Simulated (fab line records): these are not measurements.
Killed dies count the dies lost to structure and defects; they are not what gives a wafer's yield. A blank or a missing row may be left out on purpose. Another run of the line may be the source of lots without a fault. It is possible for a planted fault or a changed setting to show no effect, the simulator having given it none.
Matching of chambers -- flow gf180mcu -- GF_V5_CMP_04 on cmp-01: 4 sister chambers
The step polishes SiO2. 4 wafers are shown with their chamber, then 8 later ones without.

== WAFERS WITH THEIR CHAMBER ==
wafer,chamber,motor-current-A (A)
L591.3,3,13.2
L602.1,1,12.2
L602.3,2,11.0
L606.2,0,10.6

== WAFERS MISSING THEIR CHAMBER ==
wafer,motor-current-A (A)
L606.3,12.7
L606.6,12.5
L608.1,11.8
L608.4,11.0
L608.5,11.3
L609.1,11.7
L609.4,11.3
L609.6,11.5

== WHICH CHAMBER EACH ONE RAN IN ==
wafer,from the rows above,in truth
L606.3,can't be placed: 1 or 3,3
L606.6,can't be placed: 1 or 3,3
L608.1,can't be placed: 1 or 2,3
L608.4,can't be placed: 2 or 0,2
L608.5,can't be placed: 2 or 0 or 1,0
L609.1,can't be placed: 1 or 2 or 0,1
L609.4,can't be placed: 2 or 0 or 1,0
L609.6,can't be placed: 2 or 1 or 0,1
Placed correctly: 0 of 8. Unplaceable from these rows: 8, with the true chamber sitting among the candidates in 7. Wrongly placed: 0.
How it was worked out, from the rows above alone: a wafer's distance from a chamber is the root of the sum, over the readings, of the square of ((its reading less the chamber's mean) divided by the reading's scatter). The wafer belongs to the nearest chamber; if the next one is less than 2 further off, it can't be placed. Each chamber's mean is taken over the wafers shown for it. The scatter: root of mean squared gap, hidden wafer to nearest shown wafer, with one shown wafer a chamber.
